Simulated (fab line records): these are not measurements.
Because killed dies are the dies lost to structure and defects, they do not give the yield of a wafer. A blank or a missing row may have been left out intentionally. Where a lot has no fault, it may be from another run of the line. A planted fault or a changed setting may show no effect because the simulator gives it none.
Which tool did it? | flow gf180mcu | Sampling: 13 lots, 39 wafers, 5 of 602 route steps

WHAT THE GAUGES SHOWED, per wafer
GF_STI_THK_MEAS_24.
lot  | measured    | on            | STI_CVD_23_THK (nm)
L474 | day 2 14:01 | film_metro-03 | 647 647 649
L475 | day 2 18:47 | film_metro-01 | 659 659 656
L476 | day 3 00:19 | film_metro-02 | 648 650 661
L478 | day 3 10:00 | film_metro-02 | 648 644 646
L480 | day 3 19:58 | film_metro-03 | 650 652 649
L481 | day 4 02:13 | film_metro-03 | 653 644 653
L482 | day 4 06:11 | film_metro-03 | 654 652 653
L483 | day 4 11:56 | film_metro-01 | 635 652 634
L484 | day 4 18:26 | film_metro-03 | 644 648 659
L487 | day 5 09:37 | film_metro-02 | 662 648 656
L489 | day 5 18:40 | film_metro-02 | 658 665 661
L490 | day 5 23:55 | film_metro-02 | 647 646 644
L491 | day 6 06:09 | film_metro-01 | 651 653 648

GF_VT_IMPLANT_TW_MEAS_10.
lot  | measured     | on            | VT_IMPLANT_TW
L474 | day 6 03:04  | film_metro-01 | 566 565 566
L475 | day 6 07:49  | film_metro-01 | 562 564 565
L476 | day 6 15:28  | film_metro-01 | 564 565 565
L478 | day 7 02:49  | film_metro-04 | 555 556 553
L480 | day 7 15:56  | film_metro-01 | 564 563 562
L481 | day 8 00:40  | film_metro-02 | 558 559 558
L482 | day 8 04:20  | film_metro-04 | 554 557 552
L483 | day 8 10:20  | film_metro-02 | 561 560 557
L484 | day 8 18:10  | film_metro-02 | 559 560 560
L487 | day 9 11:59  | film_metro-01 | 567 569 562
L489 | day 10 00:58 | film_metro-04 | 558 559 560
L490 | day 10 05:46 | film_metro-04 | 1002 1003 998
L491 | day 10 12:34 | film_metro-01 | 1030 1026 1023

GF_M2_RS_MEAS_05: uses a four-point probe to measure.
lot  | measured     | on            | M2_ALCU_RS (ohm/sq)
L474 | day 18 21:21 | film_metro-02 | 0.0704 0.0712 0.0682
L475 | day 19 06:59 | film_metro-02 | 0.0702 0.0689 0.0695
L476 | day 19 15:44 | film_metro-03 | 0.0701 0.0684 0.0706
L478 | day 20 11:41 | film_metro-03 | 0.0702 0.0695 0.0694
L480 | day 21 07:25 | film_metro-02 | 0.0703 0.0704 0.0701
L481 | day 21 18:29 | film_metro-04 | 0.0685 0.0689 0.0684
L482 | day 22 00:02 | film_metro-02 | 0.0685 0.0700 0.0704
L483 | day 22 07:35 | film_metro-03 | 0.0696 0.0694 0.0702
L484 | day 22 18:54 | film_metro-04 | 0.0706 0.0699 0.0694
L487 | day 23 19:42 | film_metro-02 | 0.0695 0.0699 0.0700
L489 | day 24 12:24 | film_metro-02 | 0.0700 0.0691 0.0691
L490 | day 24 17:43 | film_metro-03 | 0.0699 0.0695 0.0699
L491 | day 25 02:13 | film_metro-03 | 0.0690 0.0684 0.0687

EACH LOT AND THE TOOL THAT RAN IT (in order: tool; ch and the chambers of the sampled wafers; start)
lot  | GF_VT_IMPLANT_IMPLANT_08        | GF_M2_SPUTTER_04
L474 | implanter-02 ch 0, day 6 02:49  | pvd_sputter-04, day 18 21:19
L475 | implanter-04 ch 0, day 6 07:34  | pvd_sputter-04, day 19 06:57
L476 | implanter-04 ch 0, day 6 15:13  | pvd_sputter-04, day 19 15:41
L478 | implanter-02 ch 0, day 7 02:34  | pvd_sputter-02, day 20 11:38
L480 | implanter-03 ch 0, day 7 15:44  | pvd_sputter-04, day 21 07:19
L481 | implanter-04 ch 0, day 8 00:26  | pvd_sputter-02, day 21 18:25
L482 | implanter-04 ch 0, day 8 04:07  | pvd_sputter-04, day 21 23:58
L483 | implanter-04 ch 0, day 8 10:07  | pvd_sputter-03, day 22 07:31
L484 | implanter-02 ch 0, day 8 17:55  | pvd_sputter-03, day 22 18:52
L487 | implanter-02 ch 0, day 9 11:37  | pvd_sputter-02, day 23 19:40
L489 | implanter-04 ch 0, day 10 00:43 | pvd_sputter-02, day 24 12:22
L490 | implanter-02 ch 0, day 10 05:32 | pvd_sputter-02, day 24 17:40
L491 | implanter-02 ch 0, day 10 12:19 | pvd_sputter-02, day 25 02:10
- GF_VT_IMPLANT_IMPLANT_08
- GF_M2_SPUTTER_04: material TiN, target thk 50 nm, time 41.7 s.

AS READ BY THE TOOLS THEMSELVES (means over the sampled wafers that have a number; for cases with no such wafer, the mark the record gives instead)
GF_VT_IMPLANT_IMPLANT_08.
lot  | tool         | dose_ions_cm2 | faraday_current_uA
L474 | implanter-02 | 8.29e+12      | 45.6
L475 | implanter-04 | 8.30e+12      | 46.9
L476 | implanter-04 | 8.28e+12      | 47.2
L478 | implanter-02 | 8.30e+12      | 47.0
L480 | implanter-03 | 8.29e+12      | 46.2
L481 | implanter-04 | 8.29e+12      | 47.2
L482 | implanter-04 | 8.28e+12      | 47.8
L483 | implanter-04 | 8.28e+12      | 46.4
L484 | implanter-02 | 8.29e+12      | 47.2
L487 | implanter-02 | 8.29e+12      | 46.2
L489 | implanter-04 | 8.30e+12      | 47.4
L490 | implanter-02 | 5.33e+13      | 298.7
L491 | implanter-02 | 5.33e+13      | 295.3

GF_M2_SPUTTER_04.
lot  | tool           | throttle_valve_pct (%)
L474 | pvd_sputter-04 | 30.3
L475 | pvd_sputter-04 | 31.2
L476 | pvd_sputter-04 | 31.0
L478 | pvd_sputter-02 | 30.8
L480 | pvd_sputter-04 | 30.8
L481 | pvd_sputter-02 | 31.0
L482 | pvd_sputter-04 | 29.5
L483 | pvd_sputter-03 | 29.3
L484 | pvd_sputter-03 | 30.1
L487 | pvd_sputter-02 | 30.5
L489 | pvd_sputter-02 | 30.7
L490 | pvd_sputter-02 | 30.5
L491 | pvd_sputter-02 | 30.3

THE ANSWER, worked out from the rows above alone
Rule: the usual values come from the lots themselves. The widest of any qualifying gaps counts: lots, ordered by their means at a reading, are off when they make up no more than a third of the lots, leave a main group of 4 or more, and stand apart from it by 3 or more times the standard deviation of that group's means. A main group is skipped when, at the precision printed for the reading in the tables above, its means are all equal. Also off: a lot with no number at a reading for which 4 or more lots have one. All remaining lots with rows at the step are treated as sound. First the gauges in route order, then the tools' own readings, where a lot's mean is used as printed above. At the first step where some lot is off, the reading lying furthest off is the one used; lots without a number count as furthest.
Off: at GF_VT_IMPLANT_TW_MEAS_10 (VT_IMPLANT_TW), L490, L491. Main group: mean 561, sd 3.9.
A tool fits if, at a process step before that reading, it ran every lot that is off, and no sound lot after the first of them. The gauges at GF_VT_IMPLANT_TW_MEAS_10 aren't tried: what is off there is off at GF_VT_IMPLANT_IMPLANT_08 too, on other tools, and a gauge's error can't cause that. One fits: GF_VT_IMPLANT_IMPLANT_08 on implanter-02. Its last sound lot is L487 (day 9 11:37), its first lot that is off L490 (day 10 05:32): a fault that began between those two fits.
The tool's own readings at GF_VT_IMPLANT_IMPLANT_08 bear it out: on the lots that are off they differ by more than 5 times the standard deviation of the sound lots' means. dose_ions_cm2 reads 5.33e+13 there against 8.29e+12 on the sound lots; faraday_current_uA reads 297.0 there against 46.8 on the sound lots.

WHAT THE SIMULATOR PUT IN
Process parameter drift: implanter-02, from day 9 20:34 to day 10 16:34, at GF_VT_IMPLANT_IMPLANT_08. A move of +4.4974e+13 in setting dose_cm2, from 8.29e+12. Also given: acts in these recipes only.
Struck lots among those shown: L490, L491. Same finding as the rule above.
